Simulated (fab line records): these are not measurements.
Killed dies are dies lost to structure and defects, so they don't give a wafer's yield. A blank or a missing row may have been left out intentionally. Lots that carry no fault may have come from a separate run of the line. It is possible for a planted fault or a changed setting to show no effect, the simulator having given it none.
Problem report in the 8D (eight disciplines) form, filled by code | flow sky130 | the parts of the form that need people (team, actions taken, sign-off) are left out

## 1. PROBLEM STATEMENT
Wafers without a fault read 0.855 a.u., standard deviation 0.0048; oes-product-au at SKY_VIA1_ETCH_14 reads a mean of 0.899 a.u. on 2 wafers belonging to 2 lots. That is +9.1 standard deviations from the usual mean.
The step: etches BARC in N2/H2, stops on SiO2, time 45.9 s, target depth 60 nm.
First observed at day 39 13:45: wafer L560.1, on rie-diel-01. The record has a number at this step for 33 wafers belonging to 11 lots. Rule for "out", or "out of limits": more than 4 standard deviations from the usual mean. All remaining wafers that have a number are taken as sound.

## 2. WHAT IT IS, WHAT IT ISN'T
question                    | is                | is not
which readings at this step | oes-product-au    | drypump-motor-current-A, throttle-valve-pct
which lots                  | L560, L561        | L544, L545, L546, L549, L550, L551, L553, L554, L567
which wafers of those lots  | L560.1, L561.5    | L560.3, L560.5, L561.4, L561.6
read on which tools         | rie-diel-01       | rie-diel-02, rie-diel-03
when                        | from day 39 13:45 | up to then (26 sound wafers); but 5 sound wafers of L561, L567 came after

## 3. THE SUSPECTS, EACH WITH WHAT RULES IT OUT
Counting: a tool at a process step up to the reading stays a suspect if it ran every lot that is out. Sound lots after the first of them don't rule it out here, since some wafers of a struck lot are sound.
- rie-diel-01 at SKY_VIA1_ETCH_14 (etches BARC in N2/H2, stops on SiO2, time 45.9 s, target depth 60 nm): kept. Every lot that is out went through it, the first being L560 (day 39 13:45); the last sound lot it ran before that was L554 (day 37 18:21). On those wafers its own readings are out: oes-product-au.
- Within rie-diel-01 at SKY_VIA1_ETCH_14: the wafers that are out ran in chamber 3; their sound lot-mates ran in chambers 0, 2.
Remaining after the count: rie-diel-01 at SKY_VIA1_ETCH_14.

## 4. THE CAUSE (what the simulator had put in)
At SKY_VIA1_ETCH_14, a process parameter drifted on rie-diel-01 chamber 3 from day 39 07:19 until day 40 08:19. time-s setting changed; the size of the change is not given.
Only this tool survived the counting.

## 5. SEQUENCE OF EFFECTS, ordered by route
One row per reading whose mean, taken over the struck wafers that have a number, lies over 3 standard deviations from the usual. Scope: only readings with a usual standard deviation given in the record; hours: median across lots of the time from each lot's start at the first step in this table that gives one to its start at this step; sigmas: change in usual standard deviations.
hours | step             | reading        | usual      | on struck wafers | change | sigmas
0     | SKY_VIA1_ETCH_14 | oes-product-au | 0.855 a.u. | 0.899            | +0.044 | +9.1
0     | SKY_VIA1_ETCH_14 | run-length-s   | 74.2 s     | 72.3             | -1.9   | -3.9
Here are the process steps it includes:
- SKY_VIA1_ETCH_14: etches BARC in N2/H2, stops on SiO2, time 45.9 s, target depth 60 nm.
Readings that are blank on the struck wafers while sound wafers have them: bias-w at SKY_VIA1_ETCH_14.

## 6. WHAT WOULD HAVE CAUGHT IT SOONER
6 hours passed between the start of the fault at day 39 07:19 and the first reading out of limits in this record, taken at day 39 13:45.
